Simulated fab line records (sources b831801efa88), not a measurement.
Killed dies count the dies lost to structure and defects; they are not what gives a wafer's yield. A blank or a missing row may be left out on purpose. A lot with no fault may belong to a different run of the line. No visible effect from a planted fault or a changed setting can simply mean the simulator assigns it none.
Problem report, 8D (eight disciplines) form, completed by code | flow sky130 | the parts of the form that need people (team, actions taken, sign-off) are left out

== 1. WHAT WENT WRONG ==
Mean of killed_at_M0_to_M3 at SKY_PAD_OPEN_PROBE_99: 336 across 6 wafers in 2 lots; on wafers with no fault it is 42 (standard deviation 7.2). Relative to the usual mean, that is a shift of +41 standard deviations.
First seen on wafer L929.1, day 49 21:48, on prober-01. The record holds 27 wafers of 9 lots with a number at this step. Rule for "out", or "out of limits": more than 4 standard deviations from the usual mean. The other wafers with a number count as sound.

== 2. WHAT IT IS; WHAT IT IS NOT ==
question                    | is                                                                                                                                                     | is not
which readings at this step | killed_at_M0_to_M3, defectLimitedYield, killedDies, killedOnRim, sort_bin_3_pad_short, sort_bin_5_function, sort_bin_6_memory, sortNPass, sortYieldPct | killed_at_M4_up, killedAtOther
which lots                  | L929, L930                                                                                                                                             | L913, L917, L918, L919, L920, L922, L924
which wafers of those lots  | all that have a number                                                                                                                                 | -
read on which tools         | prober-01, prober-02                                                                                                                                   | -
when                        | from day 49 21:48                                                                                                                                      | up to then (21 sound wafers)

== 3. SUSPECTS, AND WHAT RULES EACH OUT ==
Counting: a tool stays on the suspect list if, at a process step up to the reading, it processed all lots that are out and no sound lot following the first of them.
- cmp-01 at SKY_VIA1_CMP_02 (polishes SiO2): kept. All lots that are out passed through it, beginning with L929 at day 38 09:14, and no sound lot followed; its final sound lot before that point was L924 at day 36 21:01.
- rieDiel-02 at SKY_METAL3_ETCH_17 (etches SiO2 in C4F8/O2/Ar, stops on TiN, time 3.9 s, target depth 15 nm): kept. All lots that are out passed through it, beginning with L929 at day 43 13:57, and no sound lot followed; its final sound lot before that point was L920 at day 40 22:36.
What counting leaves: cmp-01 at SKY_VIA1_CMP_02 and rieDiel-02 at SKY_METAL3_ETCH_17.

== 4. THE CAUSE (what the simulator had put in) ==
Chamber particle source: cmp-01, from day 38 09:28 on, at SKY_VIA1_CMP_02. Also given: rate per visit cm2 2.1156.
After counting, 2 suspects remain, this tool included.

== 5. THE CHAIN OF EFFECTS, in route order ==
Rows list readings where the struck wafers' mean (over those with a number) sits beyond 3 standard deviations from the usual. Scope: only readings with a usual standard deviation given in the record; hours: median across lots of the time from each lot's start at the first step in this table that gives one to its start at this step; sigmas: change in usual standard deviations.
hours | step                  | reading              | usual  | on struck wafers | change | sigmas
0     | SKY_PAD_OPEN_PROBE_99 | defectLimitedYield   | 82.9 % | 26.8             | -56.1  | -31
0     | SKY_PAD_OPEN_PROBE_99 | killed_at_M0_to_M3   | 42     | 336              | +294   | +41
0     | SKY_PAD_OPEN_PROBE_99 | killedDies           | 84     | 360              | +276   | +31
0     | SKY_PAD_OPEN_PROBE_99 | killedOnRim          | 17     | 73               | +56    | +17
0     | SKY_PAD_OPEN_PROBE_99 | sort_bin_3_pad_short | 0.8 %  | 6.4              | +5.6   | +14
0     | SKY_PAD_OPEN_PROBE_99 | sort_bin_5_function  | 10.1 % | 48.8             | +38.7  | +30
0     | SKY_PAD_OPEN_PROBE_99 | sort_bin_6_memory    | 6.3 %  | 18.0             | +11.7  | +9.7
0     | SKY_PAD_OPEN_PROBE_99 | sortNPass            | 408    | 132              | -276   | -31
0     | SKY_PAD_OPEN_PROBE_99 | sortYieldPct         | 82.9 % | 26.8             | -56.1  | -31
Here are the process steps it includes:
- SKY_PAD_OPEN_PROBE_99

== 6. WHAT WOULD HAVE CAUGHT IT SOONER ==
In this record the first reading out of limits was taken at day 49 21:48, 276 hours after the fault began at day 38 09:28.
Tool readings at SKY_VIA1_CMP_02 with a usual standard deviation given in the record: none out on any struck wafer, hence no alarm at a limit of 4 standard deviations on them.
By day 49 21:48, every lot that is out (2) had started SKY_VIA1_CMP_02 on cmp-01. A hold on the tool at that time would have spared none of them.
